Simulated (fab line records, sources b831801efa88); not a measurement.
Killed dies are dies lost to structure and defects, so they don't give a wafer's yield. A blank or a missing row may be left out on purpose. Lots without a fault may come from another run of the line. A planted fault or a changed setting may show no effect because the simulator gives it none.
fab line records | flow sky130
record lots=10 wafers=30 last_day=51
route steps=708 shown VIA3@596 VIA4@658 METAL5@662 PASSIVATION@683 PAD_OPEN@708
lots that met no fault: from a run of the same line without faults
start_h: hours from the record's first day to the start of the lot's first wafer shown | wait_h: hours since the lot's step before | " the same as in the row above | L1.1+2: a row that stands for several wafers | - no value, or no start given | * or withheld: withheld | < > ~ a bound
route shown NAME@n: a module of which the file shows steps, and the number in the route of the first | usual: mean/standard deviation of fault-free wafers | same: alike in all rows | chamber/n: place in a boat | sites: the reading at each site | _std_site: their standard deviation | _edge_site: outer sites' mean less inner sites' | radius_mm: how far each site lies from the wafer's centre | mask NAME#n: copy n | behind: the tool/chamber that last shaped the wafer | hold: why the lot was held/for how many hours/how that ended | device: the transistor (n, p or np) that didn't switch | end of line: the same wafers' tests at the end of the route | a step without rows: its recipe alone | killed: dies lost to structure and defects at the first sort, not the wafer's yield | map: a wafer's dies, x killed, . not, _ none there
set.NAME: the setting as run; set.NAME@STEP: as run at that earlier step | model.NAME: the simulator's own value behind a step, which no gauge read
steps of the route over a sample of lots; a table a step, a row a wafer
services: from which hour (start_h, from the record's first day; less than 0 if before it) a tool's chamber was out of use, for how many hours, and why
## steps
# step SKY_VIA3_THK_MEAS_23
# recipe thk_meas_gauge=xrf reads=W_of_VIA3_CVD_21
# usual VIA3_W_THK=396/6.9
# columns lot.wafer tool chamber start_h wait_h VIA3_W_THK[nm]
L726.1 film_metro-03 - 960.89 0.1 397
L726.3 " - " " 397
L726.6 " - " " 396
L731.1 film_metro-03 - 1000.42 0.1 403
L731.3 " - " " 402
L731.5 " - " " 401
L733.1 film_metro-04 - 1017.43 0.1 401
L733.2 " - " " 393
L733.5 " - " " 401
L734.1 film_metro-03 - 1019.35 0.1 405
L734.3 " - " " 404
L734.5 " - " " 403
L735.1 film_metro-02 - 1022.45 0.1 388
L735.4 " - " " 387
L735.6 " - " " 387
L737.4 film_metro-04 - 1037.38 0.1 392
L737.5 " - " " 393
L737.6 " - " " 384
L738.2 film_metro-03 - 1046.58 0.1 412
L738.5 " - " " 408
L738.6 " - " " 412
L742.1 film_metro-04 - 1057.70 0.1 402
L742.4 " - " " 401
L742.5 " - " " 401
L746.3 film_metro-02 - 1079.40 0.1 401
L746.4 " - " " 397
L746.5 " - " " 397
L748.4 film_metro-04 - 1098.57 0.1 391
L748.5 " - " " 397
L748.6 " - " " 394
# step SKY_VIA4_RS_MEAS_19
# recipe thk_meas_gauge=four-point-probe reads=W_of_VIA4_CVD_18+TiN_of_VIA4_SPUTTER_17
# usual VIA4_W_RS=0.2267/0.0028
# columns lot.wafer tool chamber start_h wait_h VIA4_W_RS[ohm/sq]
L726.1 film_metro-03 - 1037.14 0.1 0.2324
L726.3 " - " " 0.2287
L726.6 " - " " 0.2259
L731.1 film_metro-03 - 1074.32 0.1 0.2251
L731.3 " - " " 0.2235
L731.5 " - " " 0.2261
L733.1 film_metro-03 - 1090.78 0.1 0.2298
L733.2 " - " " 0.2263
L733.5 " - " " 0.2310
L734.1 film_metro-02 - 1090.92 0.1 0.2260
L734.3 " - " " 0.2261
L734.5 " - " " 0.2295
L735.1 film_metro-01 - 1095.40 0.1 0.2283
L735.4 " - " " 0.2293
L735.6 " - " " 0.2281
L737.4 film_metro-01 - 1106.82 0.1 0.2298
L737.5 " - " " 0.2243
L737.6 " - " " 0.2255
L738.2 film_metro-03 - 1115.47 0.1 0.2254
L738.5 " - " " 0.2237
L738.6 " - " " 0.2279
L742.1 film_metro-01 - 1125.41 0.1 0.2263
L742.4 " - " " 0.2286
L742.5 " - " " 0.2285
L746.3 film_metro-03 - 1144.67 0.1 0.2280
L746.4 " - " " 0.2246
L746.5 " - " " 0.2240
L748.4 film_metro-03 - 1162.55 0.1 0.2308
L748.5 " - " " 0.2280
L748.6 " - " " 0.2263
# step SKY_METAL5_SPUTTER_01
# recipe material=TiN target_thk_nm=20 power_w=6500 time_s=16.7 chamber_pressure_pa=0.4
# usual throttle_valve_pct=29.4/0.99
# same time_s=16.7
# columns lot.wafer tool chamber start_h wait_h throttle_valve_pct
L726.1 pvd_sputter-02 - 1037.65 0.0 29.7
L726.3 " - " " 30.1
L726.6 " - " " 31.2
L731.1 pvd_sputter-02 - 1074.94 0.0 29.8
L731.3 " - " " 30.7
L731.5 " - " " 29.8
L733.1 pvd_sputter-03 - 1091.39 0.0 28.7
L733.2 " - " " 28.1
L733.5 " - " " 28.8
L734.1 pvd_sputter-02 - 1091.62 0.0 30.9
L734.3 " - " " 30.0
L734.5 " - " " 29.8
L735.1 pvd_sputter-02 - 1095.90 0.0 30.0
L735.4 " - " " 30.0
L735.6 " - " " 29.9
L737.4 pvd_sputter-03 - 1107.46 0.0 28.6
L737.5 " - " " 28.9
L737.6 " - " " 30.5
L738.2 pvd_sputter-01 - 1115.95 0.0 28.4
L738.5 " - " " 29.9
L738.6 " - " " 28.0
L742.1 pvd_sputter-01 - 1125.91 0.0 27.7
L742.4 " - " " 28.3
L742.5 " - " " 27.9
L746.3 pvd_sputter-02 - 1145.14 0.0 30.1
L746.4 " - " " 31.2
L746.5 " - " " 31.0
L748.4 pvd_sputter-03 - 1163.71 0.0 28.1
L748.5 " - " " 28.1
L748.6 " - " " 30.4
# step SKY_PASSIVATION_CVD_02
# recipe material=Si3N4 target_thk_nm=540 temp_c=400 time_s=withheld rf_w=450
# usual heater_power_w=690/80 rf_fwd_power_W=448.7/1.3
# columns lot.wafer tool chamber start_h wait_h heater_power_w rf_fwd_power_W
L726.1 pecvd-01 2 1061.34 0.1 548 451.7
L726.3 " 0 " " 746 447.0
L726.6 " 2 " " 581 450.2
L731.1 pecvd-01 0 1097.88 0.1 690 450.1
L731.3 " 1 " " 698 449.8
L731.5 " 0 " " 713 447.8
L733.1 pecvd-04 2 1113.40 0.1 714 449.6
L733.2 " 1 " " 755 449.3
L733.5 " 2 " " 718 449.9
L734.1 pecvd-01 0 1114.00 0.1 768 447.1
L734.3 " 1 " " 709 447.6
L734.5 " 0 " " 817 449.3
L735.1 pecvd-04 2 1117.58 0.1 771 447.6
L735.4 " 2 " " 624 448.9
L735.6 " 1 " " 588 448.7
L737.4 pecvd-04 1 1128.67 0.1 683 447.7
L737.5 " 0 " " 789 445.1
L737.6 " 2 " " 740 449.2
L738.2 pecvd-04 2 1137.48 0.0 774 449.4
L738.5 " 0 " " 814 448.9
L738.6 " 2 " " 600 448.5
L742.1 pecvd-03 0 1146.87 0.1 627 449.8
L742.4 " 2 " " 581 451.6
L742.5 " 1 " " 806 448.2
L746.3 pecvd-04 1 1165.12 0.0 716 447.3
L746.4 " 2 " " 774 449.3
L746.5 " 0 " " 739 448.5
L748.4 pecvd-04 1 1182.75 0.1 601 450.5
L748.5 " 0 " " 813 447.3
L748.6 " 2 " " 736 450.0
# step SKY_PASSIVATION_THK_MEAS_03
# recipe reads=Si3N4_of_PASSIVATION_CVD_02
# usual PASSIVATION_CVD_02_THK=540/7.4
# columns lot.wafer tool chamber start_h wait_h hold PASSIVATION_CVD_02_THK[nm]
L726.1 film_metro-02 - 1061.56 - - 529
L726.3 " - " " - 535
L726.6 " - " " - 546
L731.1 film_metro-03 - 1098.11 - - 539
L731.3 " - " " - 530
L731.5 " - " " - 542
L733.1 film_metro-02 - 1113.63 - - 541
L733.2 " - " " - 531
L733.5 " - " " - 547
L734.1 film_metro-02 - 1114.22 - - 528
L734.3 " - " " - 522
L734.5 " - " " - 541
L735.1 film_metro-04 - 1117.81 - - 540
L735.4 " - " " - 544
L735.6 " - " " - 536
L737.4 film_metro-04 - 1128.82 - - 542
L737.5 " - " " - 542
L737.6 " - " " - 546
L738.2 film_metro-03 - 1137.71 - - 537
L738.5 " - " " - 554
L738.6 " - " " - 549
L742.1 film_metro-03 - 1147.10 - - 538
L742.4 " - " " - 553
L742.5 " - " " - 551
L746.3 film_metro-04 - 1165.37 - await_dispo/0.2h/release 428
L746.4 " - " " await_dispo/0.2h/release 437
L746.5 " - " " await_dispo/0.2h/release 444
L746.3 film_metro-04 - 1165.59 0.2 - 428
L746.4 " - " " - 437
L746.5 " - " " - 443
L748.4 film_metro-02 - 1182.90 - await_dispo/0.2h/release 431
L748.5 " - " " await_dispo/0.2h/release 439
L748.6 " - " " await_dispo/0.2h/release 435
L748.4 film_metro-02 - 1183.12 0.2 - 431
L748.5 " - " " - 439
L748.6 " - " " - 435
# step SKY_PASSIVATION_ETCH_11
# recipe chemistry=CF4/O2 target_depth_nm=725 stop_on=AlCu source_w=800 bias_w=150 pressure_mtorr=150 cf4_flow_sccm=80 O2_flow_sccm=10 time_s=161.1
# usual O2_flow_sccm=9.998/0.028 drypump_motor_current_A=5.9/0.41 oes_product_au=0.978/0.0072 rf_fwd_power_W=797.7/2.6 throttle_valve_pct=5.964/0.0087
# same time_s=161.1
# columns lot.wafer tool chamber start_h wait_h O2_flow_sccm drypump_motor_current_A oes_product_au rf_fwd_power_W rf_hours_counter_h throttle_valve_pct
L726.1 rie_diel-02 2 1082.67 - 9.998 6.7 0.965 795.5 5 5.952
L726.3 " 3 " " 10.031 6.2 0.978 796.4 16 5.959
L726.6 " 2 " " 10.009 6.6 0.979 792.6 - 5.981
L731.1 rie_diel-03 2 1119.07 - 10.042 5.0 0.985 798.3 15 5.963
L731.3 " 3 " " 9.999 6.0 0.968 797.2 14 5.964
L731.5 " 3 " " 9.988 6.0 0.971 796.8 - 5.970
L733.1 rie_diel-02 1 1133.34 - 9.978 5.5 0.987 799.9 25 5.960
L733.2 " 0 " " 9.951 6.0 0.971 797.8 4 5.967
L733.5 " 2 " " 9.960 6.6 0.983 794.7 - 5.971
L734.1 rie_diel-01 1 1134.29 - 10.069 6.1 0.964 793.6 24 5.961
L734.3 " 2 " " 10.006 6.0 0.959 796.0 27 5.954
L734.5 " 0 " " 9.982 5.9 0.974 802.1 - 5.977
L735.1 rie_diel-02 1 1137.17 - 9.979 5.5 0.974 802.6 26 5.961
L735.4 " 0 " " 9.988 6.0 0.984 795.3 4 5.956
L735.6 " 1 " " 10.009 5.5 0.980 804.1 - 5.964
L737.4 rie_diel-01 3 1149.29 - 9.973 6.2 0.974 797.6 0 5.960
L737.5 " 1 " " 9.969 6.1 0.980 798.1 - 5.969
L737.6 " 0 " " 10.006 5.9 0.973 803.1 - 5.966
L738.2 rie_diel-03 2 1157.12 - 10.020 5.0 0.984 793.8 17 5.962
L738.5 " 0 " " 9.974 5.9 0.990 799.8 - 5.969
L738.6 " 3 " " 10.073 6.0 0.982 794.4 - 5.965
L742.1 rie_diel-01 0 1165.44 - 9.990 5.9 0.976 797.8 25 5.958
L742.4 " 1 " " 10.015 6.1 0.982 798.9 25 5.959
L742.5 " 3 " " 9.966 6.2 0.987 797.8 - 5.957
L746.3 rie_diel-03 3 1183.24 - 9.978 6.0 0.885 800.7 16 5.941
L746.4 " 0 " " 10.073 6.0 0.891 796.4 18 5.941
L746.5 " 0 " " 10.017 6.0 0.896 799.0 - 5.948
L748.4 rie_diel-02 1 1199.37 - 9.991 5.5 0.891 797.8 28 5.935
L748.5 " 0 " " 9.991 6.0 0.895 798.3 - 5.927
L748.6 " 1 " " 9.994 5.5 0.883 801.2 - 5.943
# step SKY_PAD_OPEN_PROBE_99
# usual defect_limited_yield=82.6/2 killed_at_M0_to_M3=42/6.7 killed_at_M4_up=3.0/1.9 killed_at_contacts=24/5.3 killed_at_front_end=16/4.3 killed_at_other=0.4/0.71 killed_dies=85/9.6 killed_open=46/6.5 killed_short=39/6.7 sort_bin_3_pad_short=0.9/0.46 sort_bin_5_function=10.3/1.3 sort_bin_6_memory=6.2/1.1 sort_n_pass=407/9.6 sort_yield_pct=82.6/2
# same gross_dies=492 killed_at_back_side=0 sort_bin_4_leakage[%]=0 sort_bin_8_speed[%]=0
# columns lot.wafer tool chamber start_h wait_h defect_limited_yield[%] killed_at_M0_to_M3 killed_at_M4_up killed_at_contacts killed_at_front_end killed_at_other killed_dies killed_open killed_short sort_bin_3_pad_short[%] sort_bin_5_function[%] sort_bin_6_memory[%] sort_n_pass sort_yield_pct[%]
L746.4 prober-01 - 1202.41 0.2 81.7 49 7 19 14 1 90 50 39 1.8 10.0 6.5 402 81.7
L746.5 prober-01 - 1202.46 0.2 83.9 36 5 26 11 1 79 40 38 1.4 9.6 5.1 413 83.9
L748.4 prober-01 - 1217.16 0.2 82.3 41 5 16 24 1 87 48 38 1.6 11.8 4.3 405 82.3
L748.5 prober-01 - 1217.21 0.2 81.1 44 1 24 22 2 93 50 41 0.8 11.2 6.9 399 81.1
L748.6 prober-01 - 1217.26 0.2 81.9 39 2 26 21 1 89 48 39 1.6 10.4 6.1 403 81.9
# killed by level:class
L746.4 VIA3:geometric_particle:open=10 VIA1:geometric_particle:open=9 CONTACT:geometric_particle:open=8 METAL3:geometric_particle:short=7 VIA3:geometric_particle:short=7 VIA2:geometric_particle:open=5 SPACER:geometric_particle:short=4 SPACER:geometric_particle:open=3
L746.5 VIA1:geometric_particle:open=12 CONTACT:geometric_particle:open=9 LI_CONTACT:geometric_particle:short=7 METAL1:geometric_particle:short=5 CONTACT:geometric_particle:short=4 VIA2:geometric_particle:short=4 VIA2:geometric_particle:open=3 LI_CONTACT:geometric_particle:open=3
L748.4 VIA3:geometric_particle:open=9 FIELD_ISO:geometric_particle:open=8 FIELD_ISO:geometric_particle:short=7 CONTACT:geometric_particle:open=7 VIA1:geometric_particle:open=7 VIA2:geometric_particle:open=7 LI_CONTACT:geometric_particle:open=4 METAL2:geometric_particle:short=4
L748.5 CONTACT:geometric_particle:open=14 VIA1:geometric_particle:open=10 FIELD_ISO:geometric_particle:short=8 VIA3:geometric_particle:open=5 POLY_GATE:geometric_particle:open=5 CONTACT:geometric_particle:short=5 VIA1:geometric_particle:short=5 METAL2:geometric_particle:short=5
L748.6 VIA1:geometric_particle:open=12 CONTACT:geometric_particle:open=8 FIELD_ISO:geometric_particle:short=6 LI_CONTACT:geometric_particle:open=6 VIA2:geometric_particle:open=6 LOCAL_INTERCONNECT:geometric_particle:short=5 METAL1:geometric_particle:short=5 VIA3:geometric_particle:open=5
## services
# columns tool chamber start_h hours kind
pvd_sputter-02 1 1033.76 - consumable_replace:kit
pvd_sputter-02 1 1033.76 18.0 scheduled_down
pvd_sputter-02 1 1033.76 18.0 vent_cycle
pvd_sputter-01 - 1082.95 1.1 repair
rie_diel-01 - 1089.83 0.3 repair
rie_diel-01 2 1094.04 21.1 repair
rie_diel-01 0 1096.36 13.9 repair
pecvd-04 - 1100.27 2.7 repair
rie_diel-01 1 1102.94 4.5 repair
rie_diel-02 1 1103.12 4.8 repair
rie_diel-03 2 1119.66 4.0 repair
pecvd-01 0 1120.07 25.6 repair
pvd_sputter-03 - 1123.26 1.4 repair
pecvd-03 - 1130.24 3.1 repair
pecvd-03 - 1133.37 2.8 pm
pecvd-04 - 1139.12 14.6 pm
pecvd-01 - 1146.88 0.7 repair
pvd_sputter-01 - 1149.28 5.7 repair
pecvd-04 - 1157.65 5.5 pm
pecvd-01 - 1158.59 0.2 repair
pvd_sputter-02 - 1174.46 3.8 repair
rie_diel-02 3 1174.48 14.0 repair
pvd_sputter-01 - 1185.27 17.8 repair
pvd_sputter-01 - 1191.13 3.5 repair
## key
first_sign step=SKY_PASSIVATION_THK_MEAS_03 reading=visit direction=added
effect step=SKY_PASSIVATION_THK_MEAS_03 reading=PASSIVATION_CVD_02_THK direction=down sigmas=14 usual=540 struck=436
effect step=SKY_PASSIVATION_ETCH_11 reading=oes_product_au direction=down sigmas=12 usual=0.978 struck=0.890
met_at SKY_PASSIVATION_CVD_02
struck_lots L746,L748
not_acting_at SKY_VIA3_THK_MEAS_23,SKY_VIA4_RS_MEAS_19,SKY_METAL5_SPUTTER_01
onset_between 1137.48 1165.12
also_fits time
fault kind=site_profile_drift tool=pecvd-04 chamber=- onset_h=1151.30 steps=SKY_PASSIVATION_CVD_02 basis=fraction max_abs_drift=0.47505 slope_share_per_hr=105.57 site_pattern=0,0,0,0,0,-1,-1,-1,-1
